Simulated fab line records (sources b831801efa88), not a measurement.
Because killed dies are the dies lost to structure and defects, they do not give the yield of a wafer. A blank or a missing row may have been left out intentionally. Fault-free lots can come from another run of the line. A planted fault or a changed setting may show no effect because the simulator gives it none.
Chamber matching ; flow sky130 ; SKY_FIELD_ISO_ETCH_17 on rieSi-02: 4 sister chambers
The step etches Si in HBr/Cl2/O2, target depth 342 nm, time 97.7 s. 8 wafers are shown with their chamber, then 10 later ones without.

## WAFERS, EACH WITH ITS CHAMBER
wafer;chamber;drypumpMotorCurrentA (A);oesProductAu (a.u.)
L080.3;3;6.3;0.983
L080.4;2;6.1;1.004
L082.1;2;6.0;1.002
L082.2;3;6.3;1.002
L082.4;0;6.5;1.011
L084.5;0;6.4;1.000
L086.2;1;5.2;1.000
L086.4;1;5.2;0.991

## WAFERS WHOSE CHAMBER IS MISSING
wafer;drypumpMotorCurrentA (A);oesProductAu (a.u.)
L086.6;6.3;0.986
L089.2;5.2;0.982
L089.4;6.5;0.991
L089.5;6.3;0.974
L091.1;6.3;0.980
L091.2;6.5;1.003
L091.5;6.3;0.990
L093.1;6.3;0.987
L093.3;5.2;0.998
L093.4;6.1;1.002

## WHICH CHAMBER EACH ONE RAN IN
wafer;from the rows above;in truth
L086.6;3;3
L089.2;1;1
L089.4;0;0
L089.5;3;3
L091.1;3;3
L091.2;0;0
L091.5;3;3
L093.1;3;3
L093.3;1;1
L093.4;2;2
Correct placement for 10 of the 10. Not placeable from these rows: 0. 0 placed wrongly.
How it was worked out, from the rows above alone: a wafer's distance from a chamber is the root of the sum, over the readings, of the square of ((its reading less the chamber's mean) divided by the reading's scatter). The wafer belongs to the nearest chamber; if the next one is less than 2 further off, it can't be placed. Each chamber's mean is taken over the wafers shown for it. The scatter is the square root of a quotient: the sum, over the shown wafers, of each reading's squared deviation from its chamber's mean, divided by wafers minus chambers.
